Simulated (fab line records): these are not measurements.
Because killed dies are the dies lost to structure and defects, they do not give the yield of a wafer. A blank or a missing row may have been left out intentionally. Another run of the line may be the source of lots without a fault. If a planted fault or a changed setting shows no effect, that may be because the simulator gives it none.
Chamber matching || flow gf180mcu || 4 sister chambers for GF_V5_ETCH_16 on rie-diel-01
The step etches BARC in N2/H2. 14 wafers are shown with their chamber, then 7 later ones without.

== WAFERS PAIRED WITH THEIR CHAMBERS ==
{"wafer": "L077.1", "chamber": 3, "oes-product-au (a.u.)": 0.849, "throttle-valve-pct (%)": 13.229}
{"wafer": "L077.3", "chamber": 1, "oes-product-au (a.u.)": 0.858, "throttle-valve-pct (%)": 13.223}
{"wafer": "L077.5", "chamber": 3, "oes-product-au (a.u.)": 0.855, "throttle-valve-pct (%)": 13.232}
{"wafer": "L078.1", "chamber": 0, "oes-product-au (a.u.)": 0.861, "throttle-valve-pct (%)": 13.218}
{"wafer": "L078.5", "chamber": 2, "oes-product-au (a.u.)": 0.844, "throttle-valve-pct (%)": 13.234}
{"wafer": "L078.6", "chamber": 1, "oes-product-au (a.u.)": 0.853, "throttle-valve-pct (%)": 13.227}
{"wafer": "L089.2", "chamber": 1, "oes-product-au (a.u.)": 0.859, "throttle-valve-pct (%)": 13.218}
{"wafer": "L089.4", "chamber": 2, "oes-product-au (a.u.)": 0.854, "throttle-valve-pct (%)": 13.220}
{"wafer": "L089.6", "chamber": 0, "oes-product-au (a.u.)": 0.849, "throttle-valve-pct (%)": 13.240}
{"wafer": "L094.1", "chamber": 1, "oes-product-au (a.u.)": 0.850, "throttle-valve-pct (%)": 13.224}
{"wafer": "L094.2", "chamber": 2, "oes-product-au (a.u.)": 0.847, "throttle-valve-pct (%)": 13.221}
{"wafer": "L094.3", "chamber": 3, "oes-product-au (a.u.)": 0.848, "throttle-valve-pct (%)": 13.237}
{"wafer": "L094.4", "chamber": 0, "oes-product-au (a.u.)": 0.848, "throttle-valve-pct (%)": 13.228}
{"wafer": "L094.5", "chamber": 3, "oes-product-au (a.u.)": 0.849, "throttle-valve-pct (%)": 13.222}

SIGNATURES, as means of the wafers listed above
{"reading": "oes-product-au", "chamber 0": 0.85267, "chamber 1": 0.85500, "chamber 2": 0.84833, "chamber 3": 0.85025, "scatter within a chamber": 0.00492}
{"reading": "throttle-valve-pct", "chamber 0": 13.22867, "chamber 1": 13.22300, "chamber 2": 13.22500, "chamber 3": 13.23000, "scatter within a chamber": 0.00724}
Rule: for each reading, subtract the chamber's mean from the wafer's reading, divide by that reading's scatter and square the result; add these up over the readings and take the root, which gives the wafer's distance from the chamber. If the next closest chamber is less than 2 further off than the closest, the wafer can't be placed; otherwise it belongs to the closest. The scatter: take each reading less its chamber's mean, square it, sum over the shown wafers, divide by the number of wafers less the number of chambers, and take the root.

== WAFERS WITHOUT THEIR CHAMBER ==
{"wafer": "L094.6", "oes-product-au (a.u.)": 0.856, "throttle-valve-pct (%)": 13.229}
{"wafer": "L095.1", "oes-product-au (a.u.)": 0.859, "throttle-valve-pct (%)": 13.211}
{"wafer": "L095.3", "oes-product-au (a.u.)": 0.852, "throttle-valve-pct (%)": 13.229}
{"wafer": "L095.4", "oes-product-au (a.u.)": 0.843, "throttle-valve-pct (%)": 13.225}
{"wafer": "L097.3", "oes-product-au (a.u.)": 0.849, "throttle-valve-pct (%)": 13.235}
{"wafer": "L097.4", "oes-product-au (a.u.)": 0.851, "throttle-valve-pct (%)": 13.235}
{"wafer": "L097.5", "oes-product-au (a.u.)": 0.858, "throttle-valve-pct (%)": 13.222}

== WHICH CHAMBER EACH WENT THROUGH ==
{"wafer": "L094.6", "from the rows above": "can't be placed: 0 or 1 or 3 or 2", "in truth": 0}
{"wafer": "L095.1", "from the rows above": "can't be placed: 1 or 0 or 2 or 3", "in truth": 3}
{"wafer": "L095.3", "from the rows above": "can't be placed: 0 or 3 or 2 or 1", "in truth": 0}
{"wafer": "L095.4", "from the rows above": "can't be placed: 2 or 3 or 0 or 1", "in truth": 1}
{"wafer": "L097.3", "from the rows above": "can't be placed: 3 or 0 or 2 or 1", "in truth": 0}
{"wafer": "L097.4", "from the rows above": "can't be placed: 3 or 0 or 2 or 1", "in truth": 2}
{"wafer": "L097.5", "from the rows above": "can't be placed: 1 or 0 or 3 or 2", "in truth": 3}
Correctly placed: 0 of 7. Cannot be placed on the basis of these rows: 7; the candidates contain the true chamber in 7. 0 placed wrongly.
